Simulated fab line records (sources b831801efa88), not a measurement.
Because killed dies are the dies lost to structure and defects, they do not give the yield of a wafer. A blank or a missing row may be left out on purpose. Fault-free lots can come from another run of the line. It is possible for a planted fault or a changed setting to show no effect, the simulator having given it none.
Comparing a struck lot with a sound one / flow sky130 / 15 out of 708 route steps
Sound: wafers L400.1, L400.2, L400.3. Struck: wafer L411.5. (L411.2, L411.6 of the same lot were not struck and are left out.) The cause comes at the end.
At each step with rows: each side's tool, then ch and its chambers, then its first start. Under that, the readings that differ: sound wafers / struck wafers / difference of the means / sigmas: that difference in standard deviations of wafers without a fault.
alike: same words and numbers on both sides, and readings whose means sit less than 2 such deviations apart. not compared: any withheld reading, any reading some wafer has no value for, any bound like >300 that may hide the same value, and any number with overlapping values for which the record gives no deviation.
A row with sigmas, a row that says differs or no value, or rows on one side alone: a step with any of these is where the two part. Numbers that have no deviation but don't overlap get no sigmas and don't part them. A reading that every wafer of one side lacks parts them only if that side has two wafers or more.

first, 3 steps without rows for these wafers: SKY_VIA2_STRIP_17 (strips in post etch residue remover, time 1200 s); SKY_VIA2_CLEAN_18 (cleans in IPA, time 180 s); SKY_VIA2_CLEAN_19 (cleans in O3/DIW).
SKY_VIA2_SPUTTER_20: material TiN, target thk 20 nm, time 80 s.
  sound on pvd_sputter-03, day 39 13:50; struck on pvd_sputter-02, day 42 10:53
  alike: throttle_valve_pct
then, 1 step without rows for these wafers: SKY_VIA2_CVD_21 (deposits W, target thk 420 nm, time 126.4 s).
SKY_VIA2_RS_MEAS_22: uses a four-point probe to measure.
  sound on film_metro-03, day 39 14:02; struck on film_metro-03, day 42 11:07
  alike: VIA2_W_RS
SKY_VIA2_THK_MEAS_23: measures by xrf.
  sound on film_metro-03, day 39 14:09; struck on film_metro-03, day 42 11:13
  alike: VIA2_W_THK
SKY_VIA2_CMP_24: polishes, stops on SiO2, t overpolish 20 s, target thk 0 nm.
  sound on cmp-02 ch 0,2,3, day 39 14:13; struck on cmp-02 ch 1, day 42 11:25
  alike: motor_current_A, overpolish_run_s, time_to_endpoint_s
SKY_METAL3_SPUTTER_00: material Ti, target thk 15 nm, time 10 s.
  sound on pvd_sputter-01, day 39 14:31; struck on pvd_sputter-02, day 42 11:34
reading=throttle_valve_pct (%); sound=30.2 29.0 29.4; struck=32.2; difference=+2.7; sigmas=+2
then, 1 step without rows for these wafers: SKY_METAL3_SPUTTER_01 (material TiN, target thk 20 nm, time 16.7 s).
SKY_METAL3_SPUTTER_02: material AlCu, target thk 735 nm, time 39.1 s.
  sound on pvd_sputter-01, day 39 14:34; struck on pvd_sputter-02, day 42 11:37
reading=throttle_valve_pct (%); sound=30.1 29.1 29.7; struck=32.0; difference=+2.4; sigmas=+2
SKY_METAL3_SPUTTER_03: material Ti, target thk 5 nm, time 3.3 s.
  sound on pvd_sputter-01, day 39 14:36; struck on pvd_sputter-02, day 42 11:39
reading=throttle_valve_pct (%); sound=30.4 29.2 29.6; struck=32.3; difference=+2.6; sigmas=+2
SKY_METAL3_SPUTTER_04: material TiN, target thk 70 nm, time 58.3 s.
  sound on pvd_sputter-01, day 39 14:37; struck on pvd_sputter-02, day 42 11:40
reading=throttle_valve_pct (%); sound=30.2 29.1 30.0; struck=32.2; difference=+2.4; sigmas=+2
reading=model.TiN_of_METAL3_SPUTTER_04.thk_nm (nm); sound=70.64 68.24 69.53; struck=89.66; difference=+20.19; sigmas=
then, 1 step without rows for these wafers: SKY_CAPM_CVD_00 (deposits SiO2, target thk 15.5 nm).
-- the record jumps here: 8 days lie between the struck wafers' starts before and after (it left off in module CAPM and takes up again in module PAD_OPEN, whose first step shown is number 708 of the route) --
SKY_PAD_OPEN_PROBE_99:
  rows exist in the record for the struck wafers here (prober-01, day 50 13:32), but not for the sound ones

## WHERE THEY PART
First at SKY_METAL3_SPUTTER_00; last, within this record, at SKY_PAD_OPEN_PROBE_99.

WHY: the cause the simulator had injected
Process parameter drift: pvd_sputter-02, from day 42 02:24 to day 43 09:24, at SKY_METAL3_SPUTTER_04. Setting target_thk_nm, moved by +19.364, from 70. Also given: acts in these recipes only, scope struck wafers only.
